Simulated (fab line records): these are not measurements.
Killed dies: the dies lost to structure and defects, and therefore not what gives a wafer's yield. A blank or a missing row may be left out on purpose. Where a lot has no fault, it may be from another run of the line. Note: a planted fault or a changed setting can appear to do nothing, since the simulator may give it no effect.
fab line records	flow sky130
[record] lots = 5	wafers = 14	last-day = 50
route steps=708 shown METAL4@629 VIA4@639 METAL5@661 PAD_OPEN@708
lots untouched by any fault: they come from a run of this same line in which no faults occurred
start-h: the number of hours between the record's first day and the start of the first shown wafer of the lot	wait-h: hours from the lot's prior step to this one	" the same as in the row above	L1.1+2: a row that stands for several wafers	- no value, or no start given	* or withheld: withheld	< > ~ a bound
route shown NAME@n: a module of which the file shows steps, and the number in the route of the first	usual: mean and standard deviation over wafers with no fault	same: alike in all rows	chamber/n: place in a boat	sites: readings site by site	_std_site: standard deviation across them	_edge_site: outer sites' mean less inner sites'	radius-mm: how far each site lies from the wafer's centre	mask NAME#n: copy n	behind: the last tool/chamber to shape the wafer	hold: cause of the lot's hold/its duration in hours/its outcome	device: the transistor (n, p or np) that didn't switch	end of line: at the end of the route, the tests of the same wafers	where a step has no rows: the recipe by itself	killed: dies that structure and defects cost at the first sort, which is not the same as the wafer's yield	map: per-die view of a wafer (x killed, . not killed, _ where there is no die)
set.NAME: setting as actually run; set.NAME@STEP: the setting as run at that earlier step	model.NAME: the simulator's own value behind a step, which no gauge read
lots seen at some steps along the route; tables by step, rows by wafer
services: the hour from which a tool's chamber was out of use, counted from the record's first day as start-h (under 0 if before that day), plus the number of hours and why
[[steps]]
[step SKY_METAL4_CD_MEAS_13]
[recipe] target-cd-nm = 300
[usual] cd-nm = 300.2/1.3
lot.wafer	tool	chamber	start-h	wait-h	cd-nm
L326.4	cd-sem-02	-	1018.42	-	300.6
L326.5	"	-	"	"	299.4
L335.4	cd-sem-02	-	1079.54	-	299.4
L335.5	"	-	"	"	299.3
L335.6	"	-	"	"	298.8
L336.1	cd-sem-01	-	1102.64	-	302.0
L336.2	"	-	"	"	301.4
L336.3	"	-	"	"	301.7
L341.2	cd-sem-01	-	1112.53	-	298.5
L341.3	"	-	"	"	299.3
L341.6	"	-	"	"	299.2
L342.1	cd-sem-01	-	1121.49	-	300.6
L342.3	"	-	"	"	300.3
L342.6	"	-	"	"	300.8
[step SKY_METAL4_OVL_MEAS_14]
[usual] METAL4_OVL = -4/6
lot.wafer	tool	chamber	start-h	wait-h	METAL4_OVL[nm]
L326.4	overlay-02	-	1018.49	0.1	-4
L326.5	"	-	"	"	-5
L335.4	overlay-01	-	1079.62	0.1	-5
L335.5	"	-	"	"	-7
L335.6	"	-	"	"	2
L336.1	overlay-02	-	1102.76	0.1	13
L336.2	"	-	"	"	3
L336.3	"	-	"	"	8
L341.2	overlay-01	-	1112.63	0.1	-2
L341.3	"	-	"	"	-1
L341.6	"	-	"	"	-2
L342.1	overlay-02	-	1121.61	0.1	7
L342.3	"	-	"	"	2
L342.6	"	-	"	"	-3
[step SKY_METAL4_DESCUM_15]
[recipe] chemistry = O2	source-power-w = 150	bias-power-w = 0	pressure-mtorr = 10	temp-c = 40	time-s = 8
[step SKY_METAL4_ETCH_16]
[recipe] chemistry = N2/H2	target = BARC	ion-energy-ev = 200	bias-w = 100	pressure-mtorr = 30	n2-flow-sccm = 100	h2-flow-sccm = 200	icp-w = 500	stop-on = SiO2	time-s = 88.2	target-depth-a = 600
[step SKY_METAL4_ETCH_17]
[recipe] target = SiO2	stop-on = TiN	chemistry = C4F8/O2/Ar	source-w = 1500	bias-w = 1200	pressure-mtorr = 40	c4f8-flow-sccm = withheld	O2_flow_sccm = 6	Ar_flow_sccm = 300	time-s = 3.9	target-depth-a = 150
[step SKY_METAL4_METAL_ETCH_18]
[recipe] target-depth-a = 8450	stop-on = SiO2	over-etch-frac = 0.3	time-s = 183.1	chemistry = Cl2/BCl3	resist-sidewall-deg = 88	pressure-mtorr = 10	icp-w = 900	bias-w = 48.5	Cl2_flow_sccm = 60	bcl3-flow-sccm = 30
[usual] drypump-motor-current-A = 5.7/0.36	oes-product-au = 0.865/0.0065	throttle-valve-pct = 22.265/0.0095
lot.wafer	tool	chamber	start-h	wait-h	drypump-motor-current-A	oes-product-au	rf-hours-counter-h	throttle-valve-pct
L326.4	rie-metal-02	1	1018.72	0.1	5.7	0.857	-	22.268
L326.5	"	1	"	"	5.7	0.864	-	22.251
L335.4	rie-metal-03	1	1079.85	0.1	5.3	0.847	-	22.271
L335.5	"	1	"	"	5.3	0.866	-	22.284
L335.6	"	0	"	"	6.0	0.861	-	22.283
L336.1	rie-metal-04	0	1102.95	0.0	5.7	0.870	17	22.252
L336.2	"	1	"	"	5.2	0.871	19	22.268
L336.3	"	0	"	"	5.8	0.871	-	22.264
L341.2	rie-metal-02	0	1112.81	0.0	6.3	0.858	21	22.254
L341.3	"	0	"	"	6.3	0.862	-	22.270
L341.6	"	1	"	"	5.7	0.859	-	22.265
L342.1	rie-metal-03	1	1121.80	0.0	5.3	0.868	24	22.270
L342.3	"	0	"	"	6.0	0.855	-	22.251
L342.6	"	1	"	"	5.3	0.863	-	22.272
[step SKY_METAL4_STRIP_19]
[recipe] chemistry = O2/N2	power-w = 1400	pressure-mtorr = 1500	platen-temp-c = withheld	o2-flow-sccm = 3000	n2-flow-sccm = 300	overash-fraction = 0.5
[step SKY_METAL4_STRIP_20]
[recipe] chemistry = post-etch-residue-remover	time-s = 1200	temp-c = 72.5
[step SKY_METAL4_CLEAN_21]
[recipe] chemistry = IPA	time-s = 180	temp-c = 25
[step SKY_METAL4_CLEAN_22]
[recipe] chemistry = O3/DIW	dry = n2-spin
[step SKY_VIA4_HDPCVD_00]
[recipe] material = SiO2	target-thk-nm = 1750	sigma-open-frac = 0.3	time-s = 291.7	temp-c = 400	sih4-flow-sccm = 60	pressure-mtorr = 6
[step SKY_VIA4_THK_MEAS_01]
[recipe] reads = SiO2_of_VIA4_HDPCVD_00
[usual] VIA4_HDPCVD_THK = 1755/19
lot.wafer	tool	chamber	start-h	wait-h	VIA4_HDPCVD_THK[nm]
L326.4	film-metro-03	-	1019.64	0.0	1747
L326.5	"	-	"	"	1742
L335.4	film-metro-01	-	1080.81	0.0	1783
L335.5	"	-	"	"	1734
L335.6	"	-	"	"	1772
L336.1	film-metro-04	-	1103.90	0.1	1766
L336.2	"	-	"	"	1775
L336.3	"	-	"	"	1750
L341.2	film-metro-04	-	1113.78	0.1	1757
L341.3	"	-	"	"	1718
L341.6	"	-	"	"	1736
L342.1	film-metro-04	-	1123.02	0.1	1748
L342.3	"	-	"	"	1761
L342.6	"	-	"	"	1770
[step SKY_VIA4_CMP_02]
[recipe] material = SiO2	down-force-psi = 4	platen-rpm = 60	pad-velocity-m-s = 0.94248
[usual] edge-zone-pressure-frac = 1.000/0.0049	motor-current-A = 12.0/1.4
lot.wafer	tool	chamber	start-h	wait-h	edge-zone-pressure-frac	motor-current-A	model.SiO2_of_VIA4_HDPCVD_00.thk-nm
L326.4	cmp-02	2	1019.82	0.2	0.999	12.0	637.3
L326.5	"	0	"	"	1.009	10.7	580.6
L335.4	cmp-01	0	1080.94	0.1	0.998	12.1	580.2
L335.5	"	2	"	"	1.000	10.8	582.2
L335.6	"	3	"	"	0.995	15.1	581.8
L336.3	cmp-01	1	1104.37	0.4	1.003	11.9	580.6
L336.2	"	2	"	"	1.000	11.3	582.1
L336.1	"	0	"	"	0.997	12.2	580.7
L341.3	cmp-02	3	1113.88	0.1	0.998	12.2	580.6
L341.2	"	1	"	"	0.993	10.1	578
L341.6	"	2	"	"	1.001	12.3	579
L342.3	cmp-01	1	1123.27	0.2	1.002	11.9	580.4
L342.1	"	3	"	"	1.001	14.8	582.9
L342.6	"	1	"	"	1.002	12.0	579.5
[step SKY_VIA4_BOW_MEAS_03]
[recipe] mode = bow
[usual] VIA4_BOW = 78/7.8
lot.wafer	tool	chamber	start-h	wait-h	VIA4_BOW[um]
L326.4	film-metro-01	-	1020.03	0.2	70
L326.5	"	-	"	"	79
L335.4	film-metro-03	-	1081.21	0.2	70
L335.5	"	-	"	"	68
L335.6	"	-	"	"	94
L336.1	film-metro-04	-	1104.67	0.1	98
L336.2	"	-	"	"	82
L336.3	"	-	"	"	88
L341.2	film-metro-04	-	1114.15	0.1	94
L341.3	"	-	"	"	76
L341.6	"	-	"	"	88
L342.1	film-metro-01	-	1123.57	0.1	70
L342.3	"	-	"	"	77
L342.6	"	-	"	"	78
[step SKY_VIA4_DEHYDRATE_04]
[recipe] temp-c = 200	time-s = 60
[step SKY_VIA4_HMDS_05]
[recipe] prime-time-s = 60	prime-temp-c = 120
[step SKY_VIA4_COAT_06]
[recipe] resist = NOVOLAK	spin-rpm = 3000	resist-thk-nm = 1140
[step SKY_VIA4_SOFTBAKE_07]
[recipe] temp-c = 90	time-s = 60	resist = NOVOLAK
[step SKY_VIA4_EXPOSE_08]
[recipe] mask-id = VIM4	na = 0.6	source-shape = conventional	sigma-outer = 0.6	polarization = unpolarized	target-cd-nm = 800	dose-mj = 132
[step SKY_VIA4_PEB_09]
[recipe] temp-c = withheld	time-s = *	resist = NOVOLAK
[step SKY_VIA4_DEVELOP_10]
[recipe] resist = NOVOLAK	developer = TMAH	develop-time-s = 60	dev-temp-c = 23
[step SKY_VIA4_OVL_MEAS_11]
[usual] VIA4_OVL = 0.8/1.2
lot.wafer	tool	chamber	start-h	wait-h	VIA4_OVL[nm]
L326.4	overlay-01	-	1042.50	0.1	0.7
L326.5	"	-	"	"	2.3
L335.4	overlay-02	-	1101.52	0.1	1.0
L335.5	"	-	"	"	1.0
L335.6	"	-	"	"	0.6
L336.1	overlay-01	-	1123.75	0.1	-0.6
L336.2	"	-	"	"	-0.6
L336.3	"	-	"	"	-1.5
L341.2	overlay-01	-	1132.41	0.1	-0.7
L341.3	"	-	"	"	0.0
L341.6	"	-	"	"	-0.5
L342.1	overlay-01	-	1141.70	0.1	1.3
L342.3	"	-	"	"	0.9
L342.6	"	-	"	"	2.5
[step SKY_VIA4_ETCH_12]
[recipe] target = SiO2	chemistry = C4F8/O2/Ar	stop-on = TiN	mask-material = NOVOLAK	source-w = 1500	bias-w = 1200	pressure-mtorr = 40	c4f8-flow-sccm = withheld	O2_flow_sccm = 6	Ar_flow_sccm = 300	time-s = withheld	target-depth-a = 5800
[usual] oes-product-au = 0.926/0.0046
lot.wafer	tool	chamber	start-h	wait-h	oes-product-au	model.etch.depth-nm	model.VIA4.feature-depth-nm
L326.4	rie-diel-01	2	1042.52	0.0	0.982	637.3	637.3
L326.5	"	3	"	"	0.924	580.6	580.6
L335.4	rie-diel-01	0	1101.54	0.0	0.920	580.2	580.2
L335.5	"	3	"	"	0.922	582.2	582.2
L335.6	"	2	"	"	0.926	581.8	581.8
L336.1	rie-diel-03	3	1123.79	0.0	0.926	580.7	580.7
L336.2	"	2	"	"	0.930	582.1	582.1
L336.3	"	0	"	"	0.926	580.6	580.6
L341.2	rie-diel-02	1	1132.44	0.0	0.930	578	578
L341.3	"	0	"	"	0.930	580.6	580.6
L341.6	"	2	"	"	0.925	579	579
L342.1	rie-diel-03	3	1141.74	0.0	0.926	582.9	582.9
L342.3	"	0	"	"	0.929	580.4	580.4
L342.6	"	3	"	"	0.915	579.5	579.5
[step SKY_VIA4_STRIP_13]
[recipe] chemistry = O2/N2	power-w = 1400	pressure-mtorr = 1500	platen-temp-c = withheld	o2-flow-sccm = 3000	n2-flow-sccm = 300	overash-fraction = 0.5
[usual] drypump-motor-current-A = 5.49/0.11	o2-flow-sccm = 3002/8.1	oes-product-au = 0.710/0.0048	strip-time-to-endpoint-s = 12.803/0.027
lot.wafer	tool	chamber	start-h	wait-h	drypump-motor-current-A	o2-flow-sccm	oes-product-au	rf-hours-counter-h	strip-time-to-endpoint-s
L326.4	plasma-asher-04	1	1042.63	-	5.37	3004	0.708	-	12.847
L326.5	"	1	"	"	5.38	3005	0.718	-	12.764
L335.4	plasma-asher-02	0	1101.64	-	5.47	3011	0.712	-	12.812
L335.5	"	0	"	"	5.47	3013	0.707	-	12.806
L335.6	"	1	"	"	5.51	2996	0.711	-	12.782
L336.1	plasma-asher-01	0	1123.86	-	5.47	3003	0.715	70	12.788
L336.2	"	1	"	"	5.23	3023	0.705	70	12.830
L336.3	"	0	"	"	5.46	2992	0.716	-	12.822
L341.2	plasma-asher-04	1	1132.52	-	5.40	2988	0.708	39	12.808
L341.3	"	0	"	"	5.70	3008	0.707	-	12.786
L341.6	"	1	"	"	5.42	3008	0.706	-	12.838
L342.1	plasma-asher-04	0	1141.81	-	5.72	3007	0.708	40	12.762
L342.3	"	0	"	"	5.70	2990	0.707	-	12.802
L342.6	"	1	"	"	5.38	3006	0.708	-	12.793
[step SKY_VIA4_STRIP_14]
[recipe] chemistry = post-etch-residue-remover	time-s = 1200	temp-c = 72.5
[step SKY_VIA4_CLEAN_15]
[recipe] chemistry = IPA	time-s = 180	temp-c = 25
[step SKY_VIA4_CLEAN_16]
[recipe] chemistry = O3/DIW	dry = n2-spin
[step SKY_VIA4_SPUTTER_17]
[recipe] material = TiN	target-thk-nm = 20	chamber-pressure-pa = 5	power-w = 4000	time-s = 80
[usual] chamber-pressure-pa = 5.001/0.0099	throttle-valve-pct = 30.1/0.5
lot.wafer	tool	chamber	start-h	wait-h	chamber-pressure-pa	throttle-valve-pct
L326.4	pvd-sputter-01	-	1043.18	0.0	5.004	29.7
L326.5	"	-	"	"	4.992	30.2
L335.4	pvd-sputter-03	-	1102.21	0.0	5.001	29.6
L335.5	"	-	"	"	4.984	30.6
L335.6	"	-	"	"	5.008	30.6
L336.1	pvd-sputter-02	-	1124.45	0.0	5.019	29.2
L336.2	"	-	"	"	5.005	29.9
L336.3	"	-	"	"	5.012	30.6
L341.2	pvd-sputter-03	-	1133.14	0.0	4.999	29.6
L341.3	"	-	"	"	5.010	30.7
L341.6	"	-	"	"	4.986	29.3
L342.1	pvd-sputter-02	-	1142.41	0.0	4.998	29.8
L342.3	"	-	"	"	4.997	30.6
L342.6	"	-	"	"	4.988	30.1
[step SKY_VIA4_CVD_18]
[recipe] material = W	target-thk-nm = 505	time-s = 152.14	temp-c = 400	pressure-torr = 40
[step SKY_VIA4_RS_MEAS_19]
[recipe] thk-meas-gauge = four-point-probe	reads = W_of_VIA4_CVD_18+TiN_of_VIA4_SPUTTER_17
[usual] VIA4_W_RS = 0.225/0.0032
lot.wafer	tool	chamber	start-h	wait-h	VIA4_W_RS[ohm/sq]
L326.4	film-metro-03	-	1043.46	0.1	0.226
L326.5	"	-	"	"	0.221
L335.4	film-metro-03	-	1102.48	0.1	0.227
L335.5	"	-	"	"	0.228
L335.6	"	-	"	"	0.225
L336.1	film-metro-03	-	1124.67	0.1	0.226
L336.2	"	-	"	"	0.224
L336.3	"	-	"	"	0.226
L341.2	film-metro-03	-	1133.38	0.1	0.225
L341.3	"	-	"	"	0.224
L341.6	"	-	"	"	0.222
L342.1	film-metro-04	-	1142.62	0.1	0.221
L342.3	"	-	"	"	0.223
L342.6	"	-	"	"	0.220
[step SKY_VIA4_THK_MEAS_20]
[recipe] thk-meas-gauge = xrf	reads = W_of_VIA4_CVD_18
[usual] VIA4_W_THK = 489/7.3
lot.wafer	tool	chamber	start-h	wait-h	VIA4_W_THK[nm]
L326.4	film-metro-03	-	1043.55	0.1	486
L326.5	"	-	"	"	496
L335.4	film-metro-03	-	1102.57	0.1	485
L335.5	"	-	"	"	480
L335.6	"	-	"	"	490
L336.1	film-metro-03	-	1124.79	0.1	484
L336.2	"	-	"	"	493
L336.3	"	-	"	"	485
L341.2	film-metro-03	-	1133.49	0.1	488
L341.3	"	-	"	"	492
L341.6	"	-	"	"	496
L342.1	film-metro-04	-	1142.74	0.1	497
L342.3	"	-	"	"	493
L342.6	"	-	"	"	503
[step SKY_VIA4_CMP_21]
[recipe] stop-on = SiO2	t-overpolish-s = 25	down-force-psi = 3.5	platen-rpm = 60	target-thk-nm = 0	pad-velocity-m-s = 0.94248
[usual] edge-zone-pressure-frac = 0.999/0.0052	motor-current-A = 10.8/1.2
lot.wafer	tool	chamber	start-h	wait-h	edge-zone-pressure-frac	motor-current-A
L326.4	cmp-01	0	1043.73	0.2	1.002	11.4
L326.5	"	2	"	"	1.005	10.1
L335.4	cmp-02	2	1102.74	0.2	0.995	11.2
L335.5	"	2	"	"	0.999	10.6
L335.6	"	3	"	"	1.003	10.4
L336.1	cmp-02	2	1124.90	0.1	1.002	10.6
L336.3	"	3	"	"	0.995	11.4
L336.2	"	0	"	"	1.003	10.1
L341.2	cmp-01	0	1133.59	0.1	1.013	11.6
L341.3	"	2	"	"	0.995	10.3
L341.6	"	3	"	"	0.996	13.5
L342.3	cmp-02	3	1142.80	0.0	1.001	10.1
L342.1	"	2	"	"	1.002	11.1
L342.6	"	0	"	"	1.002	9.7
[step SKY_METAL5_SPUTTER_00]
[recipe] material = Ti	target-thk-nm = 15	power-w = 3000	time-s = 10	chamber-pressure-pa = 0.4
[step SKY_METAL5_SPUTTER_01]
[recipe] material = TiN	target-thk-nm = 20	power-w = 6500	time-s = 16.7	chamber-pressure-pa = 0.4
[usual] chamber-pressure-pa = 0.3999/0.00079	throttle-valve-pct = 30.0/0.69
lot.wafer	tool	chamber	start-h	wait-h	chamber-pressure-pa	throttle-valve-pct
L326.4	pvd-sputter-04	-	1043.90	0.0	0.3998	29.7
L326.5	"	-	"	"	0.3995	29.3
L335.4	pvd-sputter-04	-	1103.06	0.0	0.3997	31.1
L335.5	"	-	"	"	0.3984	31.2
L335.6	"	-	"	"	0.4006	29.2
L336.1	pvd-sputter-01	-	1125.17	0.0	0.3996	29.9
L336.2	"	-	"	"	0.4000	29.6
L336.3	"	-	"	"	0.4008	30.1
L341.2	pvd-sputter-04	-	1133.86	0.0	0.4007	29.7
L341.3	"	-	"	"	0.4023	29.3
L341.6	"	-	"	"	0.3996	31.3
L342.1	pvd-sputter-04	-	1143.12	0.0	0.4006	29.6
L342.3	"	-	"	"	0.4000	31.3
L342.6	"	-	"	"	0.4000	29.2
[step SKY_METAL5_SPUTTER_02]
[recipe] material = AlCu	target-thk-nm = 1150	power-w = 10600	time-s = 61.2	chamber-pressure-pa = 0.4
[step SKY_METAL5_SPUTTER_03]
[recipe] material = Ti	target-thk-nm = 5	power-w = 3000	time-s = 3.3	chamber-pressure-pa = 0.4
[step SKY_METAL5_SPUTTER_04]
[recipe] material = TiN	target-thk-nm = 70	power-w = 6500	time-s = 58.3	chamber-pressure-pa = 0.4
[step SKY_METAL5_RS_MEAS_05]
[recipe] thk-meas-gauge = four-point-probe	reads = TiN_of_METAL5_SPUTTER_04+Ti_of_METAL5_SPUTTER_03+AlCu_of_METAL5_SPUTTER_02+TiN_of_METAL5_SPUTTER_01+Ti_of_METAL5_SPUTTER_00
[usual] METAL5_ALCU_RS = 0.02698/0.00022
lot.wafer	tool	chamber	start-h	wait-h	METAL5_ALCU_RS[ohm/sq]
L326.4	film-metro-01	-	1044.10	0.1	0.02714
L326.5	"	-	"	"	0.02681
L335.4	film-metro-04	-	1103.27	0.1	0.02682
L335.5	"	-	"	"	0.02686
L335.6	"	-	"	"	0.02683
L336.1	film-metro-04	-	1125.31	0.0	0.02682
L336.2	"	-	"	"	0.02713
L336.3	"	-	"	"	0.02701
L341.2	film-metro-02	-	1134.02	0.0	0.02704
L341.3	"	-	"	"	0.02739
L341.6	"	-	"	"	0.02691
L342.1	film-metro-02	-	1143.27	0.0	0.02718
L342.3	"	-	"	"	0.02703
L342.6	"	-	"	"	0.0268
[step SKY_METAL5_THK_MEAS_06]
[recipe] thk-meas-gauge = xrf	reads = AlCu_of_METAL5_SPUTTER_02
[usual] METAL5_ALCU_THK = 1171/14
lot.wafer	tool	chamber	start-h	wait-h	METAL5_ALCU_THK[nm]
L326.4	film-metro-01	-	1044.19	0.1	1152
L326.5	"	-	"	"	1161
L335.4	film-metro-04	-	1103.36	0.1	1174
L335.5	"	-	"	"	1175
L335.6	"	-	"	"	1184
L336.1	film-metro-04	-	1125.43	0.1	1193
L336.2	"	-	"	"	1175
L336.3	"	-	"	"	1181
L341.2	film-metro-02	-	1134.13	0.1	1182
L341.3	"	-	"	"	1164
L341.6	"	-	"	"	1180
L342.1	film-metro-02	-	1143.39	0.1	1168
L342.3	"	-	"	"	1177
L342.6	"	-	"	"	1187
[step SKY_METAL5_DEHYDRATE_07]
[recipe] temp-c = 200	time-s = 60
[step SKY_METAL5_HMDS_08]
[recipe] prime-time-s = 60	prime-temp-c = 120
[step SKY_METAL5_COAT_09]
[recipe] resist = NOVOLAK	spin-rpm = 3000	resist-thk-nm = 1800
[step SKY_METAL5_METAL_ETCH_15]
[recipe] target-depth-a = 12600	stop-on = SiO2	over-etch-frac = 0.2	time-s = 252	chemistry = Cl2/BCl3	resist-sidewall-deg = 86	pressure-mtorr = 10	icp-w = 900	bias-w = 48.5	Cl2_flow_sccm = 60	bcl3-flow-sccm = 30
[usual] drypump-motor-current-A = 5.8/0.35	oes-product-au = 0.895/0.0049	throttle-valve-pct = 22.264/0.0089
lot.wafer	tool	chamber	start-h	wait-h	drypump-motor-current-A	oes-product-au	rf-hours-counter-h	throttle-valve-pct	model.SiO2_of_VIA4_HDPCVD_00.thk-nm
L326.4	rie-metal-01	1	1065.75	0.1	6.0	0.897	-	22.273	607.3
L326.5	"	1	"	"	6.0	0.893	-	22.261	550.5
L335.4	rie-metal-01	1	1122.71	0.1	6.0	0.901	-	22.260	549.8
L335.5	"	1	"	"	6.0	0.891	-	22.268	552
L335.6	"	0	"	"	5.3	0.887	-	22.254	551.2
L336.1	rie-metal-01	1	1144.03	0.0	6.0	0.899	25	22.253	550.7
L336.2	"	0	"	"	5.3	0.890	14	22.263	551.5
L336.3	"	1	"	"	6.0	0.892	-	22.249	550.7
L341.2	rie-metal-02	1	1152.57	0.0	5.7	0.898	18	22.259	545.5
L341.3	"	1	"	"	5.7	0.900	-	22.276	548.3
L341.6	"	0	"	"	6.3	0.892	-	22.271	548.2
L342.1	rie-metal-02	0	1161.39	0.0	6.3	0.895	26	22.250	552.2
L342.3	"	1	"	"	5.8	0.900	-	22.267	548.2
L342.6	"	1	"	"	5.8	0.883	-	22.277	547.2
[step SKY_PAD_OPEN_PROBE_99]
lot.wafer	tool	chamber	start-h	wait-h	model.etest.via4-chain.rc-ohm
L326.4	prober-02	-	1109.95	0.2	1.455
L326.5	prober-02	-	1110.00	0.2	0.7878
L335.4	prober-01	-	1162.27	0.2	0.801
L335.5	prober-01	-	1162.32	0.2	0.8152
L335.6	prober-01	-	1162.37	0.2	0.8002
L336.1	prober-01	-	1181.26	0.1	0.7839
L336.2	prober-01	-	1181.31	0.1	0.7863
L336.3	prober-01	-	1181.36	0.2	0.7805
L341.2	prober-01	-	1189.56	0.1	0.7943
L341.3	prober-01	-	1189.61	0.2	0.7818
L341.6	prober-01	-	1189.76	0.2	0.8096
L342.1	prober-02	-	1197.41	0.1	0.8149
L342.3	prober-02	-	1197.51	0.2	0.798
L342.6	prober-02	-	1197.66	0.2	0.8162
// killed by level:class
L335.4 CONTACT:geometric-particle:open=8 CONTACT:geometric-particle:short=8 VIA1:geometric-particle:short=7 VIA1:geometric-particle:open=7 METAL2:geometric-particle:short=7 LOCAL_INTERCONNECT:geometric-particle:short=5 VIA2:geometric-particle:open=5 VIA3:geometric-particle:short=5
L335.5 LI_CONTACT:geometric-particle:open=8 VIA3:geometric-particle:open=8 VIA1:geometric-particle:open=7 FIELD_ISO:geometric-particle:short=6 CONTACT:geometric-particle:open=6 METAL2:geometric-particle:short=6 FIELD_ISO:geometric-particle:open=5 VIA1:geometric-particle:short=5
L335.6 VIA1:geometric-particle:open=13 FIELD_ISO:geometric-particle:short=7 VIA2:geometric-particle:open=7 FIELD_ISO:geometric-particle:open=6 METAL2:geometric-particle:short=6 CONTACT:geometric-particle:open=5 METAL1:geometric-particle:short=5 VIA1:geometric-particle:short=5
L336.1 CONTACT:geometric-particle:open=14 METAL1:geometric-particle:short=10 VIA2:geometric-particle:open=9 VIA1:geometric-particle:open=6 VIA3:geometric-particle:open=6 LOCAL_INTERCONNECT:geometric-particle:short=4 VIA1:geometric-particle:short=4 VIA2:geometric-particle:short=4
L336.2 VIA1:geometric-particle:open=14 CONTACT:geometric-particle:open=12 METAL1:geometric-particle:short=6 VIA2:geometric-particle:open=6 VIA3:geometric-particle:open=5 LI_CONTACT:geometric-particle:open=4 VIA1:geometric-particle:short=4 FIELD_ISO:geometric-particle:open=3
L336.3 VIA3:geometric-particle:open=12 VIA1:geometric-particle:open=8 LI_CONTACT:geometric-particle:open=7 LOCAL_INTERCONNECT:geometric-particle:short=6 CONTACT:geometric-particle:short=6 VIA1:geometric-particle:short=5 CONTACT:geometric-particle:open=5 FIELD_ISO:geometric-particle:short=4
L341.2 VIA1:geometric-particle:open=20 CONTACT:geometric-particle:open=10 VIA3:geometric-particle:open=7 LOCAL_INTERCONNECT:geometric-particle:short=7 POLY_GATE:geometric-particle:open=6 VIA2:geometric-particle:open=6 POLY_GATE:geometric-particle:short=5 FIELD_ISO:geometric-particle:open=4
L341.3 VIA1:geometric-particle:open=14 VIA1:geometric-particle:short=9 POLY_GATE:geometric-particle:open=8 CONTACT:geometric-particle:open=6 FIELD_ISO:geometric-particle:short=5 METAL2:geometric-particle:short=5 METAL1:geometric-particle:short=5 CONTACT:geometric-particle:short=4
L341.6 POLY_GATE:geometric-particle:short=8 CONTACT:geometric-particle:open=7 LOCAL_INTERCONNECT:geometric-particle:short=6 VIA3:geometric-particle:open=6 FIELD_ISO:geometric-particle:short=5 FIELD_ISO:geometric-particle:open=4 METAL1:geometric-particle:short=4 VIA1:geometric-particle:open=4
L342.1 VIA1:geometric-particle:open=14 LOCAL_INTERCONNECT:geometric-particle:short=6 CONTACT:geometric-particle:short=6 VIA2:geometric-particle:open=6 FIELD_ISO:geometric-particle:short=5 POLY_GATE:geometric-particle:short=5 METAL2:geometric-particle:short=5 LI_CONTACT:geometric-particle:open=4
L342.3 VIA1:geometric-particle:open=10 CONTACT:geometric-particle:short=7 VIA3:geometric-particle:open=7 CONTACT:geometric-particle:open=6 LI_CONTACT:geometric-particle:open=5 METAL1:geometric-particle:short=5 METAL2:geometric-particle:short=5 FIELD_ISO:geometric-particle:open=4
L342.6 VIA3:geometric-particle:open=10 VIA1:geometric-particle:open=9 CONTACT:geometric-particle:short=8 VIA2:geometric-particle:open=6 LI_CONTACT:geometric-particle:open=5 METAL1:geometric-particle:short=5 POLY_GATE:geometric-particle:short=4 METAL2:geometric-particle:short=4
[[services]]
tool	chamber	start-h	hours	kind
cmp-01	-	1032.25	0.9	repair
cmp-01	-	1075.70	0.7	repair
cmp-01	-	1076.52	3.8	repair
rie-metal-01	0	1083.61	14.5	repair
cmp-01	-	1085.54	4.0	pm
pvd-sputter-01	-	1086.06	1.0	repair
pvd-sputter-04	-	1086.86	5.1	repair
rie-metal-03	0	1087.52	16.6	repair
pvd-sputter-01	-	1090.18	15.6	repair
cmp-01	-	1098.09	5.7	pm
rie-diel-01	-	1102.75	1.8	repair
cmp-02	-	1103.94	5.0	pm
cmp-01	-	1105.29	1.4	repair
rie-metal-02	1	1113.41	20.3	repair
pvd-sputter-04	-	1118.34	0.7	repair
rie-metal-01	1	1123.34	4.0	repair
rie-diel-01	-	1127.03	2.7	repair
pvd-sputter-02	-	1131.65	2.2	repair
rie-metal-03	1	1137.37	14.2	repair
pvd-sputter-02	-	1146.60	2.0	repair
cmp-01	-	1148.97	1.8	repair
rie-diel-03	0	1155.21	5.4	repair
cmp-02	-	1159.40	4.4	repair
pvd-sputter-01	-	1160.76	2.3	repair
[[key]]
[first-sign] step = SKY_VIA4_ETCH_12	reading = oes-product-au	direction = up	sigmas = 12	usual = 0.926	struck = 0.982
effect none on later readings
[model-effect] step = SKY_VIA4_CMP_02	value = SiO2_of_VIA4_HDPCVD_00.thk-nm	without = 579.3	struck = 637.3
[model-effect] step = SKY_VIA4_ETCH_12	value = etch.depth-nm	without = 579.3	struck = 637.3
[model-effect] step = SKY_METAL5_METAL_ETCH_15	value = SiO2_of_VIA4_HDPCVD_00.thk-nm	without = 549.3	struck = 607.3
[model-effect] step = SKY_PAD_OPEN_PROBE_99	value = etest.via4-chain.rc-ohm	without = 0.8208	struck = 1.455
met-at SKY_VIA4_CMP_02
struck-wafers L326.4
sort-left-out L326.4
[fault] kind = process-parameter-drift	tool = cmp-02	chamber = -	onset-h = 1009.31	steps = SKY_VIA4_CMP_02	channel = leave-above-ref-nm	offset = 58	shape = step	end-h = 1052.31	scope = struck-wafers-only	acts-in = these-recipes-only	stated = 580
// sort-left-out: the simulated sort isn't trusted on such a fault, so these wafers' sort isn't shown, and their yield isn't known
